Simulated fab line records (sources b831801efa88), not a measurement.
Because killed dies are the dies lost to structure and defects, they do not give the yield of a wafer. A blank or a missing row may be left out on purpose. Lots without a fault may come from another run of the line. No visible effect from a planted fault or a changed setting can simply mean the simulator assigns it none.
Chamber matching || flow gf180mcu || cmp-01 running GF_V2_CMP_26: 4 sister chambers
The step polishes, stops on SiO2, t overpolish 15 s, target thk 0 nm. 8 wafers are shown with their chamber, then 7 later ones without.

## WAFERS, EACH WITH ITS CHAMBER
{"wafer": "L429.2", "chamber": 3, "motor-current-A (A)": 13.5, "time-to-endpoint-s (s)": 83}
{"wafer": "L430.1", "chamber": 3, "motor-current-A (A)": 12.6, "time-to-endpoint-s (s)": 79}
{"wafer": "L430.3", "chamber": 0, "motor-current-A (A)": 11.4, "time-to-endpoint-s (s)": 81}
{"wafer": "L430.5", "chamber": 0, "motor-current-A (A)": 11.8, "time-to-endpoint-s (s)": 82}
{"wafer": "L441.3", "chamber": 2, "motor-current-A (A)": 11.5, "time-to-endpoint-s (s)": 81}
{"wafer": "L441.5", "chamber": 1, "motor-current-A (A)": 10.6, "time-to-endpoint-s (s)": 91}
{"wafer": "L446.1", "chamber": 1, "motor-current-A (A)": 10.7, "time-to-endpoint-s (s)": 86}
{"wafer": "L446.3", "chamber": 2, "motor-current-A (A)": 11.2, "time-to-endpoint-s (s)": 76}

## WAFERS WHOSE CHAMBER IS MISSING
{"wafer": "L446.4", "motor-current-A (A)": 11.8, "time-to-endpoint-s (s)": 81}
{"wafer": "L447.2", "motor-current-A (A)": 11.4, "time-to-endpoint-s (s)": 81}
{"wafer": "L447.5", "motor-current-A (A)": 11.4, "time-to-endpoint-s (s)": 80}
{"wafer": "L447.6", "motor-current-A (A)": 12.0, "time-to-endpoint-s (s)": 85}
{"wafer": "L451.1", "motor-current-A (A)": 10.6, "time-to-endpoint-s (s)": 93}
{"wafer": "L451.2", "motor-current-A (A)": 11.4, "time-to-endpoint-s (s)": 83}
{"wafer": "L451.3", "motor-current-A (A)": 11.3, "time-to-endpoint-s (s)": 85}

## CHAMBER TAKEN BY EACH
{"wafer": "L446.4", "from the rows above": "can't be placed: 0 or 2", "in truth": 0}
{"wafer": "L447.2", "from the rows above": "can't be placed: 0 or 2", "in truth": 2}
{"wafer": "L447.5", "from the rows above": "can't be placed: 2 or 0", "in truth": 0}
{"wafer": "L447.6", "from the rows above": "can't be placed: 0 or 2 or 3", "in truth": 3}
{"wafer": "L451.1", "from the rows above": 1, "in truth": 1}
{"wafer": "L451.2", "from the rows above": "can't be placed: 0 or 2", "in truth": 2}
{"wafer": "L451.3", "from the rows above": "can't be placed: 0 or 1 or 2", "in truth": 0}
Correctly placed: 1 of 7. Cannot be placed on the basis of these rows: 6; the candidates contain the true chamber in 6. Placed wrongly: 0.
How it was worked out, from the rows above alone: a wafer's distance from a chamber is the root of the sum, over the readings, of the square of ((its reading less the chamber's mean) divided by the reading's scatter). The wafer belongs to the nearest chamber; if the next one is less than 2 further off, it can't be placed. A chamber's mean is the mean of its shown wafers. The scatter is the square root of a quotient: the sum, over the shown wafers, of each reading's squared deviation from its chamber's mean, divided by wafers minus chambers.
